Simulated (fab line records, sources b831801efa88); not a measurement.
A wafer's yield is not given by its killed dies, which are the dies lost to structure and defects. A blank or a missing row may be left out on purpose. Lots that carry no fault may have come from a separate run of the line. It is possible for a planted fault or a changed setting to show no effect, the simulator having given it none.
fab line records	flow sky130	part 1 of 2: steps 1 to 21 of 29
[record] lots = 5	wafers = 15	lastDay = 50
route steps=708 shown POLY_CUT@309 SD_P@320 RES_XHIGH@332
lots untouched by any fault: they come from a run of this same line in which no faults occurred
startH: start of the lot's first displayed wafer, in hours after the record's first day	waitH: hours from the lot's prior step to this one	" unchanged from the row above	L1.1+2: several wafers, shown together as one row	- value missing, or start not given	* or withheld: withheld	< > ~ a bound
route shown NAME@n: names a module that has steps shown in the file, with the first one's number in the route	usual: mean and standard deviation over wafers with no fault	same: alike in all rows	chamber/n: place in a boat	sites: the reading at each site	_std_site: standard deviation across them	_edge_site: outer sites' mean less inner sites'	radiusMm: for every site, how far away it sits from the centre of the wafer	mask NAME#n: copy n	behind: the tool/chamber that last shaped the wafer	hold: cause of the lot's hold/its duration in hours/its outcome	device: which transistor (n, p or np) failed to switch	end of line: the tests these same wafers got at the end of their route	a step without rows: its recipe alone	killed: at the first sort, the dies lost to defects and structure; wafer yield is something else	map: per-die view of a wafer (x killed, . not killed, _ where there is no die)
set.NAME: the setting the step ran with; set.NAME@STEP: the setting that earlier step ran with	model.NAME: the simulator's own value behind a step, which no gauge read
a table for each step, a row for each wafer; lots at some steps of the route
services: a tool's chamber out of use, with start hour (startH, from the record's first day; less than 0 if before it), hours out, and reason
[[steps]]
[step SKY_POLY_CUT_COAT_02]
[recipe] resist = BARC	tempC = withheld	timeS = withheld	spinRpm = 3000	resistThkNm = 60
[usual] chillPlateTempC = *	exhaustPa = 45.1/0.75
lot.wafer	tool	chamber	startH	waitH	chillPlateTempC	exhaustPa
L074.2	lithoTrack-04	0	547.09	0.1	*	46.5
L074.3	"	0	"	"	*	44.4
L074.5	"	0	"	"	*	44.7
L076.2	lithoTrack-03	0	560.82	0.1	*	45.4
L076.3	"	0	"	"	*	45.8
L076.5	"	0	"	"	*	44.7
L081.3	lithoTrack-03	0	616.04	0.1	*	45.7
L081.4	"	0	"	"	*	45.7
L081.5	"	0	"	"	*	45.5
L092.1	lithoTrack-04	0	699.57	0.1	*	46.1
L092.3	"	0	"	"	*	44.9
L092.6	"	0	"	"	*	45.5
L094.2	lithoTrack-02	0	711.37	0.1	*	45.9
L094.3	"	0	"	"	*	44.6
L094.6	"	0	"	"	*	45.9
[step SKY_POLY_CUT_COAT_03]
[recipe] resist = KrF-thick	spinRpm = 3000	resistThkNm = 450
[usual] chillPlateTempC = 23.00/0.094	exhaustPa = 45.1/0.94
lot.wafer	tool	chamber	startH	waitH	chillPlateTempC	exhaustPa
L074.2	lithoTrack-04	0	-	-	23.04	43.9
L074.3	"	0	"	"	23.15	43.5
L074.5	"	0	"	"	23.23	46.4
L076.2	lithoTrack-03	0	-	-	22.99	45.7
L076.3	"	0	"	"	22.93	44.9
L076.5	"	0	"	"	22.89	46.2
L081.3	lithoTrack-03	0	-	-	22.85	45.5
L081.4	"	0	"	"	23.03	45.4
L081.5	"	0	"	"	22.88	44.6
L092.1	lithoTrack-04	0	-	-	23.08	45.5
L092.3	"	0	"	"	23.05	45.7
L092.6	"	0	"	"	22.99	43.9
L094.2	lithoTrack-02	0	-	-	22.96	45.2
L094.3	"	0	"	"	23.07	44.9
L094.6	"	0	"	"	23.02	44.7
[step SKY_POLY_CUT_SOFTBAKE_04]
[recipe] tempC = 100	timeS = 90	resist = KrF-thick
[usual] chillPlateTempC = 23.00/0.11	exhaustPa = 45.0/0.92	heaterPowerTotalW = 57.36/0.11
lot.wafer	tool	chamber	startH	waitH	chillPlateTempC	exhaustPa	heaterPowerTotalW
L074.2	lithoTrack-04	0	-	-	22.83	44.4	57.24
L074.3	"	0	"	"	23.10	44.8	57.53
L074.5	"	0	"	"	22.99	45.8	57.41
L076.2	lithoTrack-03	0	-	-	22.96	46.1	57.21
L076.3	"	0	"	"	23.07	46.6	57.36
L076.5	"	0	"	"	23.06	44.9	57.21
L081.3	lithoTrack-03	0	-	-	23.08	45.6	57.35
L081.4	"	0	"	"	23.04	47.2	57.21
L081.5	"	0	"	"	23.04	46.3	57.30
L092.1	lithoTrack-04	0	-	-	23.09	46.8	57.25
L092.3	"	0	"	"	23.05	44.2	57.21
L092.6	"	0	"	"	23.06	45.4	57.35
L094.2	lithoTrack-02	0	-	-	23.00	44.5	57.17
L094.3	"	0	"	"	22.98	45.5	57.47
L094.6	"	0	"	"	22.73	45.6	57.24
[step SKY_POLY_CUT_EXPOSE_05]
[recipe] maskId = NPCM	na = 0.8	sourceShape = annular	sigmaInner = 0.55	sigmaOuter = 0.85	targetCdNm = 270	doseMj = 32
[usual] focusOffsetNm = -0.1/0.61	reticleTempC = 23.01/0.11
lot.wafer	tool	chamber	startH	waitH	mask	focusOffsetNm	reticleTempC
L074.2	krfScanner-02	0	-	-	NPCM#0	-1.2	22.92
L074.3	"	0	"	"	NPCM#0	-0.6	22.95
L074.5	"	0	"	"	NPCM#0	-0.5	23.10
L076.2	krfScanner-01	0	-	-	NPCM#0	-0.7	23.01
L076.3	"	0	"	"	NPCM#0	-0.3	23.05
L076.5	"	0	"	"	NPCM#0	-0.3	22.98
L081.3	krfScanner-01	0	-	-	NPCM#0	-0.1	23.01
L081.4	"	0	"	"	NPCM#0	1.5	23.05
L081.5	"	0	"	"	NPCM#0	1.0	22.99
L092.1	krfScanner-01	0	-	-	NPCM#0	-0.3	22.99
L092.3	"	0	"	"	NPCM#0	-0.6	23.18
L092.6	"	0	"	"	NPCM#0	-0.1	23.00
L094.2	krfScanner-02	0	-	-	NPCM#0	-1.5	23.18
L094.3	"	0	"	"	NPCM#0	-0.8	23.07
L094.6	"	0	"	"	NPCM#0	-1.0	22.98
[step SKY_POLY_CUT_PEB_06]
[recipe] pebTempC = withheld	pebTimeS = withheld	resist = KrF-thick
[usual] chillPlateTempC = *	exhaustPa = 45.0/0.87
lot.wafer	tool	chamber	startH	waitH	chillPlateTempC	exhaustPa
L074.2	lithoTrack-04	0	-	-	*	45.9
L074.3	"	0	"	"	*	44.9
L074.5	"	0	"	"	*	43.9
L076.2	lithoTrack-02	0	-	-	*	44.5
L076.3	"	0	"	"	*	45.8
L076.5	"	0	"	"	*	45.5
L081.3	lithoTrack-03	0	-	-	*	44.7
L081.4	"	0	"	"	*	44.7
L081.5	"	0	"	"	*	45.8
L092.1	lithoTrack-02	0	-	-	*	46.1
L092.3	"	0	"	"	*	45.9
L092.6	"	0	"	"	*	45.6
L094.2	lithoTrack-02	0	-	-	*	44.8
L094.3	"	0	"	"	*	45.3
L094.6	"	0	"	"	*	45.8
[step SKY_POLY_CUT_DEVELOP_07]
[recipe] developTimeS = 60	resist = KrF-thick	devTempC = 21
[usual] chillPlateTempC = 23.01/0.098	exhaustPa = 45.0/0.76
lot.wafer	tool	chamber	startH	waitH	chillPlateTempC	exhaustPa
L074.2	lithoTrack-04	0	-	-	23.02	44.6
L074.3	"	0	"	"	23.04	45.7
L074.5	"	0	"	"	22.99	46.0
L076.2	lithoTrack-02	0	-	-	22.96	45.0
L076.3	"	0	"	"	23.04	44.6
L076.5	"	0	"	"	23.08	46.0
L081.3	lithoTrack-03	0	-	-	22.88	44.6
L081.4	"	0	"	"	22.89	46.2
L081.5	"	0	"	"	23.01	45.6
L092.1	lithoTrack-02	0	-	-	23.32	45.5
L092.3	"	0	"	"	23.11	44.2
L092.6	"	0	"	"	23.02	45.0
L094.2	lithoTrack-02	0	-	-	22.89	45.6
L094.3	"	0	"	"	22.92	45.7
L094.6	"	0	"	"	22.87	46.3
[step SKY_POLY_CUT_CD_MEAS_08]
[recipe] targetCdNm = 270
[usual] cdNm = 269.9/1.4
lot.wafer	tool	chamber	startH	waitH	cdNm
L074.2	cdSem-01	-	563.24	-	267.9
L074.3	"	-	"	"	268.7
L074.5	"	-	"	"	269.0
L076.2	cdSem-01	-	576.22	-	270.1
L076.3	"	-	"	"	270.6
L076.5	"	-	"	"	270.2
L081.3	cdSem-01	-	631.08	-	269.7
L081.4	"	-	"	"	269.3
L081.5	"	-	"	"	270.9
L092.1	cdSem-01	-	714.20	-	271.2
L092.3	"	-	"	"	272.5
L092.6	"	-	"	"	271.6
L094.2	cdSem-01	-	725.02	-	272.2
L094.3	"	-	"	"	271.4
L094.6	"	-	"	"	271.8
[step SKY_POLY_CUT_OVL_MEAS_09]
[usual] POLY_CUT_OVL = 0/5.8
lot.wafer	tool	chamber	startH	waitH	POLY_CUT_OVL[nm]
L074.2	overlay-02	-	563.34	0.1	6
L074.3	"	-	"	"	7
L074.5	"	-	"	"	2
L076.2	overlay-02	-	576.32	0.1	-15
L076.3	"	-	"	"	-2
L076.5	"	-	"	"	0
L081.3	overlay-02	-	631.18	0.1	-5
L081.4	"	-	"	"	-5
L081.5	"	-	"	"	-3
L092.1	overlay-02	-	714.32	0.1	4
L092.3	"	-	"	"	1
L092.6	"	-	"	"	5
L094.2	overlay-01	-	725.12	0.1	9
L094.3	"	-	"	"	4
L094.6	"	-	"	"	6
[step SKY_POLY_CUT_ETCH_10]
[recipe] chemistry = N2/H2	target = BARC	ionEnergyEv = 200	sourceW = 500	biasW = 98.83	pressureMtorr = 30	n2FlowSccm = 100	h2FlowSccm = 200	stopOn = SiO2	timeS = 45.9	targetDepthA = 600
[usual] drypumpMotorCurrentA = 5.5/0.39	oesProductAu = 0.855/0.0046	throttleValvePct = 13.225/0.0087
lot.wafer	tool	chamber	startH	waitH	drypumpMotorCurrentA	oesProductAu	rfHoursCounterH	throttleValvePct
L074.2	rieDiel-04	3	563.37	0.0	5.4	0.850	3	13.226
L074.3	"	1	"	"	6.2	0.853	52	13.227
L074.5	"	1	"	"	6.2	0.856	-	13.231
L076.2	rieDiel-03	0	576.35	0.0	5.7	0.860	82	13.226
L076.3	"	1	"	"	5.2	0.857	0	13.233
L076.5	"	1	"	"	5.2	0.849	-	13.228
L081.3	rieDiel-03	3	631.20	0.0	5.6	0.860	16	13.226
L081.4	"	1	"	"	5.2	0.857	2	13.233
L081.5	"	2	"	"	5.8	0.845	-	13.213
L092.1	rieDiel-04	3	714.35	0.0	5.4	0.852	5	13.223
L092.3	"	1	"	"	6.2	0.852	0	13.222
L092.6	"	0	"	"	4.9	0.853	-	13.227
L094.2	rieDiel-04	3	725.15	0.0	5.4	0.847	5	13.233
L094.3	"	0	"	"	4.9	0.862	1	13.214
L094.6	"	2	"	"	5.5	0.858	-	13.228
[step SKY_POLY_CUT_ETCH_11]
[recipe] target = Si3N4	chemistry = CF4/CH2F2/Ar	stopOn = poly-Si	sourceW = 600	biasW = 150	pressureMtorr = 40	cf4FlowSccm = 40	ch2f2FlowSccm = 20	Ar_flow_sccm = 150	timeS = 42.5	targetDepthA = 600
[usual] cf4FlowSccm = 39.98/0.12	ch2f2FlowSccm = 19.99/0.059	drypumpMotorCurrentA = 5.5/0.39	oesProductAu = 0.830/0.0056	throttleValvePct = 14.993/0.009
lot.wafer	tool	chamber	startH	waitH	cf4FlowSccm	ch2f2FlowSccm	drypumpMotorCurrentA	oesProductAu	rfHoursCounterH	throttleValvePct
L074.2	rieDiel-04	3	563.41	0.0	40.05	20.01	5.4	0.826	3	14.986
L074.3	"	1	"	"	40.07	19.99	6.3	0.822	52	14.988
L074.5	"	1	"	"	40.08	20.08	6.3	0.829	-	14.995
L076.2	rieDiel-03	0	576.40	0.0	40.09	20.03	5.6	0.837	82	15.002
L076.3	"	1	"	"	39.96	19.96	5.2	0.834	1	14.994
L076.5	"	1	"	"	39.99	19.88	5.1	0.828	-	14.995
L081.3	rieDiel-03	3	631.24	0.0	40.07	19.99	5.6	0.833	16	14.996
L081.4	"	1	"	"	39.97	20.01	5.2	0.827	2	15.008
L081.5	"	2	"	"	40.21	20.05	5.8	0.835	-	14.996
L092.1	rieDiel-04	3	714.40	0.0	39.83	19.95	5.4	0.830	5	14.985
L092.3	"	1	"	"	39.80	19.99	6.2	0.826	0	14.994
L092.6	"	0	"	"	39.99	19.99	4.9	0.826	-	14.996
L094.2	rieDiel-04	3	725.20	0.0	39.97	19.93	5.4	0.827	5	14.985
L094.3	"	0	"	"	39.91	19.94	4.9	0.823	1	14.994
L094.6	"	2	"	"	39.92	19.95	5.5	0.830	-	14.989
[step SKY_POLY_CUT_STRIP_12]
[recipe] chemistry = O2/N2	powerW = 1400	pressureMtorr = 1500	platenTempC = withheld	o2FlowSccm = 3000	n2FlowSccm = 300	overashFraction = 0.5
[usual] drypumpMotorCurrentA = 5.9/0.3	oesProductAu = 0.453/0.0052	stripTimeToEndpointS = 5.352/0.018
lot.wafer	tool	chamber	startH	waitH	drypumpMotorCurrentA	oesProductAu	rfHoursCounterH	stripTimeToEndpointS
L074.2	plasmaAsher-04	1	563.45	0.0	5.7	0.448	74	5.338
L074.3	"	1	"	"	5.7	0.449	-	5.328
L074.5	"	0	"	"	5.3	0.449	-	5.358
L076.2	plasmaAsher-04	0	576.44	0.0	5.3	0.458	76	5.377
L076.3	"	1	"	"	5.7	0.457	-	5.385
L076.5	"	0	"	"	5.3	0.456	-	5.363
L081.3	plasmaAsher-02	0	631.32	0.1	5.7	0.457	-	5.368
L081.4	"	1	"	"	6.3	0.447	-	5.333
L081.5	"	1	"	"	6.2	0.455	-	5.375
L092.1	plasmaAsher-04	1	714.44	0.0	5.7	0.461	89	5.362
L092.3	"	0	"	"	5.3	0.455	-	5.370
L092.6	"	1	"	"	5.7	0.456	-	5.375
L094.2	plasmaAsher-03	0	725.24	0.0	5.9	0.457	103	5.347
L094.3	"	1	"	"	6.1	0.448	-	5.365
L094.6	"	1	"	"	6.1	0.446	-	5.354
[step SKY_SD_P_DEHYDRATE_00]
[recipe] tempC = 200	timeS = 60
[usual] chillPlateTempC = 22.99/0.1	exhaustPa = 44.8/0.98	heaterPowerTotalW = 160.36/0.13
lot.wafer	tool	chamber	startH	waitH	chillPlateTempC	exhaustPa	heaterPowerTotalW
L074.2	lithoTrack-04	0	578.39	14.9	23.00	46.3	160.27
L074.3	"	0	"	"	22.93	45.4	160.52
L074.5	"	0	"	"	22.88	45.4	160.21
L076.2	lithoTrack-02	0	590.42	14.0	22.87	46.8	160.57
L076.3	"	0	"	"	22.98	45.6	160.30
L076.5	"	0	"	"	23.13	45.3	160.58
L081.3	lithoTrack-01	0	645.48	14.1	22.91	44.2	160.45
L081.4	"	0	"	"	22.88	45.3	160.37
L081.5	"	0	"	"	22.96	45.8	160.22
L092.1	lithoTrack-04	0	727.92	13.4	22.97	44.4	160.31
L092.3	"	0	"	"	23.04	45.5	160.18
L092.6	"	0	"	"	22.90	44.0	160.32
L094.2	lithoTrack-04	0	738.34	13.1	22.79	43.9	160.30
L094.3	"	0	"	"	22.90	46.7	160.19
L094.6	"	0	"	"	22.80	45.1	160.18
[step SKY_SD_P_HMDS_01]
[recipe] primeTimeS = 60	primeTempC = 120
[usual] chillPlateTempC = 22.98/0.1	exhaustPa = 45.1/0.74
lot.wafer	tool	chamber	startH	waitH	chillPlateTempC	exhaustPa
L074.2	lithoTrack-04	0	578.54	0.1	23.03	44.7
L074.3	"	0	"	"	23.08	44.2
L074.5	"	0	"	"	22.90	44.9
L076.2	lithoTrack-02	0	590.57	0.1	23.23	44.8
L076.3	"	0	"	"	23.12	44.3
L076.5	"	0	"	"	23.16	46.5
L081.3	lithoTrack-01	0	645.63	0.1	22.92	45.7
L081.4	"	0	"	"	23.00	45.1
L081.5	"	0	"	"	22.80	46.0
L092.1	lithoTrack-04	0	728.07	0.1	23.07	45.3
L092.3	"	0	"	"	23.12	44.6
L092.6	"	0	"	"	23.09	45.9
L094.2	lithoTrack-04	0	738.49	0.1	23.09	45.2
L094.3	"	0	"	"	23.00	45.5
L094.6	"	0	"	"	23.03	46.9
[step SKY_SD_P_COAT_02]
[recipe] resist = NOVOLAK	spinRpm = 3000	resistThkNm = 1140
[usual] chillPlateTempC = 23.01/0.11	exhaustPa = 45.1/0.94
lot.wafer	tool	chamber	startH	waitH	chillPlateTempC	exhaustPa
L074.2	lithoTrack-04	0	578.69	0.1	23.06	45.4
L074.3	"	0	"	"	22.97	46.5
L074.5	"	0	"	"	23.06	46.2
L076.2	lithoTrack-02	0	590.72	0.1	23.00	45.6
L076.3	"	0	"	"	23.08	44.7
L076.5	"	0	"	"	23.33	44.2
L081.3	lithoTrack-01	0	645.78	0.1	22.94	45.4
L081.4	"	0	"	"	22.74	44.9
L081.5	"	0	"	"	22.97	43.6
L092.1	lithoTrack-04	0	728.22	0.1	23.08	45.6
L092.3	"	0	"	"	22.93	46.1
L092.6	"	0	"	"	22.95	44.3
L094.2	lithoTrack-04	0	738.64	0.1	22.88	44.6
L094.3	"	0	"	"	22.97	44.6
L094.6	"	0	"	"	23.20	44.8
[step SKY_SD_P_SOFTBAKE_03]
[recipe] tempC = 90	timeS = 60	resist = NOVOLAK
[usual] chillPlateTempC = 23.00/0.11	exhaustPa = 44.9/0.89	heaterPowerTotalW = 56.60/0.05
lot.wafer	tool	chamber	startH	waitH	chillPlateTempC	exhaustPa	heaterPowerTotalW
L074.2	lithoTrack-04	0	578.84	0.1	23.05	44.2	56.53
L074.3	"	0	"	"	22.96	45.6	56.60
L074.5	"	0	"	"	22.90	43.7	56.61
L076.2	lithoTrack-02	0	590.87	0.1	22.96	45.0	56.68
L076.3	"	0	"	"	23.06	44.9	56.65
L076.5	"	0	"	"	23.03	46.3	56.68
L081.3	lithoTrack-01	0	645.93	0.1	22.89	44.4	56.64
L081.4	"	0	"	"	22.94	43.8	56.62
L081.5	"	0	"	"	22.91	44.4	56.58
L092.1	lithoTrack-04	0	728.37	0.1	23.17	43.6	56.55
L092.3	"	0	"	"	23.10	44.4	56.51
L092.6	"	0	"	"	23.10	44.9	56.62
L094.2	lithoTrack-04	0	738.79	0.1	23.11	43.3	56.66
L094.3	"	0	"	"	23.12	44.1	56.61
L094.6	"	0	"	"	23.29	44.9	56.58
[step SKY_SD_P_EXPOSE_04]
[recipe] maskId = PSDM	na = 0.6	sourceShape = conventional	sigmaOuter = 0.6	polarization = unpolarized	targetCdNm = 380	doseMj = 138
[usual] focusOffsetNm = 0.1/0.49	reticleTempC = 22.99/0.11
lot.wafer	tool	chamber	startH	waitH	mask	focusOffsetNm	reticleTempC
L074.2	ilineStepper-02	0	-	-	PSDM#0	-0.3	22.77
L074.3	"	0	"	"	PSDM#0	0.1	22.90
L074.5	"	0	"	"	PSDM#0	0.4	22.85
L076.2	ilineStepper-01	0	-	-	PSDM#0	-0.3	22.97
L076.3	"	0	"	"	PSDM#0	0.3	22.90
L076.5	"	0	"	"	PSDM#0	0.4	23.02
L081.3	ilineStepper-01	0	-	-	PSDM#0	0.8	22.90
L081.4	"	0	"	"	PSDM#0	0.3	22.95
L081.5	"	0	"	"	PSDM#0	0.9	23.11
L092.1	ilineStepper-01	0	-	-	PSDM#0	0.5	22.95
L092.3	"	0	"	"	PSDM#0	0.8	22.94
L092.6	"	0	"	"	PSDM#0	0.4	22.97
L094.2	ilineStepper-02	0	-	-	PSDM#0	-1.1	23.00
L094.3	"	0	"	"	PSDM#0	-0.9	23.19
L094.6	"	0	"	"	PSDM#0	-1.3	23.16
[step SKY_SD_P_PEB_05]
[recipe] tempC = withheld	timeS = *	resist = NOVOLAK
[usual] chillPlateTempC = *	exhaustPa = 44.9/0.95
lot.wafer	tool	chamber	startH	waitH	chillPlateTempC	exhaustPa
L074.2	lithoTrack-01	0	-	-	*	44.5
L074.3	"	0	"	"	*	44.6
L074.5	"	0	"	"	*	45.1
L076.2	lithoTrack-04	0	-	-	*	46.1
L076.3	"	0	"	"	*	44.4
L076.5	"	0	"	"	*	45.3
L081.3	lithoTrack-01	0	-	-	*	44.8
L081.4	"	0	"	"	*	43.0
L081.5	"	0	"	"	*	43.3
L092.1	lithoTrack-04	0	-	-	*	45.8
L092.3	"	0	"	"	*	47.1
L092.6	"	0	"	"	*	45.5
L094.2	lithoTrack-01	0	-	-	*	44.9
L094.3	"	0	"	"	*	45.7
L094.6	"	0	"	"	*	45.5
[step SKY_SD_P_DEVELOP_06]
[recipe] resist = NOVOLAK	developer = TMAH	developTimeS = 60	devTempC = 23
[usual] chillPlateTempC = 23.00/0.1	exhaustPa = 44.9/0.98
lot.wafer	tool	chamber	startH	waitH	chillPlateTempC	exhaustPa
L074.2	lithoTrack-01	0	593.40	0.1	23.01	46.5
L074.3	"	0	"	"	22.98	45.3
L074.5	"	0	"	"	23.16	45.9
L076.2	lithoTrack-04	0	605.39	0.1	23.14	45.0
L076.3	"	0	"	"	23.01	44.8
L076.5	"	0	"	"	23.03	44.4
L081.3	lithoTrack-01	0	659.98	0.1	22.92	46.3
L081.4	"	0	"	"	22.96	43.3
L081.5	"	0	"	"	22.91	44.1
L092.1	lithoTrack-04	0	741.57	0.1	23.12	43.8
L092.3	"	0	"	"	23.21	44.1
L092.6	"	0	"	"	23.03	44.3
L094.2	lithoTrack-01	0	752.30	0.1	23.12	46.0
L094.3	"	0	"	"	23.05	46.8
L094.6	"	0	"	"	23.17	45.6
[step SKY_SD_P_CD_MEAS_07]
[recipe] targetCdNm = 380
[usual] cdNm = 379.8/2.3
lot.wafer	tool	chamber	startH	waitH	cdNm
L074.2	cdSem-02	-	593.55	0.1	380.8
L074.3	"	-	"	"	382.8
L074.5	"	-	"	"	382.2
L076.2	cdSem-01	-	605.54	0.1	376.0
L076.3	"	-	"	"	378.0
L076.5	"	-	"	"	376.3
L081.3	cdSem-02	-	660.12	0.1	381.5
L081.4	"	-	"	"	379.9
L081.5	"	-	"	"	379.2
L092.1	cdSem-02	-	741.72	0.1	379.6
L092.3	"	-	"	"	382.8
L092.6	"	-	"	"	381.2
L094.2	cdSem-02	-	752.45	0.1	377.9
L094.3	"	-	"	"	380.0
L094.6	"	-	"	"	380.9
[step SKY_SD_P_OVL_MEAS_08]
[usual] SD_P_OVL = 0.3/1.2
lot.wafer	tool	chamber	startH	waitH	SD_P_OVL[nm]
L074.2	overlay-01	-	593.65	0.1	0.5
L074.3	"	-	"	"	0.5
L074.5	"	-	"	"	0.3
L076.2	overlay-02	-	605.64	0.1	-0.4
L076.3	"	-	"	"	0.5
L076.5	"	-	"	"	1.6
L081.3	overlay-02	-	660.21	0.1	-1.0
L081.4	"	-	"	"	0.5
L081.5	"	-	"	"	-1.8
L092.1	overlay-02	-	741.84	0.1	0.4
L092.3	"	-	"	"	-0.9
L092.6	"	-	"	"	-1.2
L094.2	overlay-01	-	752.55	0.1	-0.5
L094.3	"	-	"	"	1.7
L094.6	"	-	"	"	-1.7
[step SKY_SD_P_IMPLANT_09]
[recipe] species = BF2	energyKev = 20.27	doseCm2 = 3e+15	tiltDeg = 0
lot.wafer	tool	chamber	startH	waitH
L074.2+3+5	implanter-02	0	593.71	0.0
L076.2+3+5	implanter-01	0	605.70	0.0
L081.3+4+5	implanter-01	0	660.28	0.1
L092.1+3+6	implanter-01	0	741.87	0.0
L094.2+3+6	implanter-01	0	752.61	0.0
